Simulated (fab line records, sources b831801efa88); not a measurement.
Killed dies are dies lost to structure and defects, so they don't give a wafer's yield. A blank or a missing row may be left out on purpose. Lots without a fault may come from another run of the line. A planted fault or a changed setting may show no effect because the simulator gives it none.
Chamber matching | flow gf180mcu | GF_V3_CMP_04 on cmp-01: 4 sister chambers
The step polishes SiO2. 4 wafers are shown with their chamber, then 8 later ones without.

WAFERS WITH THEIR CHAMBER
wafer  | chamber | motor_current_A (A)
L830.1 | 1       | 12.1
L841.2 | 0       | 11.5
L842.6 | 3       | 12.6
L844.1 | 2       | 12.0

WAFERS WITHOUT THEIR CHAMBER
wafer  | motor_current_A (A)
L844.4 | 12.1
L844.5 | 12.6
L847.2 | 11.8
L847.3 | 11.3
L847.4 | 13.6
L848.2 | 12.5
L848.3 | 12.6
L848.6 | 11.7

WHICH CHAMBER EACH WENT THROUGH
wafer  | from the rows above               | in truth
L844.4 | can't be placed: 1 or 2 or 3 or 0 | 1
L844.5 | can't be placed: 3 or 1 or 2      | 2
L847.2 | can't be placed: 2 or 1 or 0 or 3 | 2
L847.3 | can't be placed: 0 or 2 or 1      | 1
L847.4 | can't be placed: 3 or 1 or 2      | 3
L848.2 | can't be placed: 3 or 1 or 2      | 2
L848.3 | can't be placed: 3 or 1 or 2      | 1
L848.6 | can't be placed: 0 or 2 or 1 or 3 | 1
Placed correctly: 0 of 8. Can't be placed from these rows: 8 (the true chamber is among the candidates in 8). Placed wrongly: 0.
How it was worked out, from the rows above alone: a wafer's distance from a chamber is the root of the sum, over the readings, of the square of ((its reading less the chamber's mean) divided by the reading's scatter). The wafer belongs to the nearest chamber; if the next one is less than 2 further off, it can't be placed. A chamber's mean is the mean of its shown wafers. The scatter: with one shown wafer a chamber, the root of the mean of the squares of how far each hidden wafer lies from its nearest shown one.
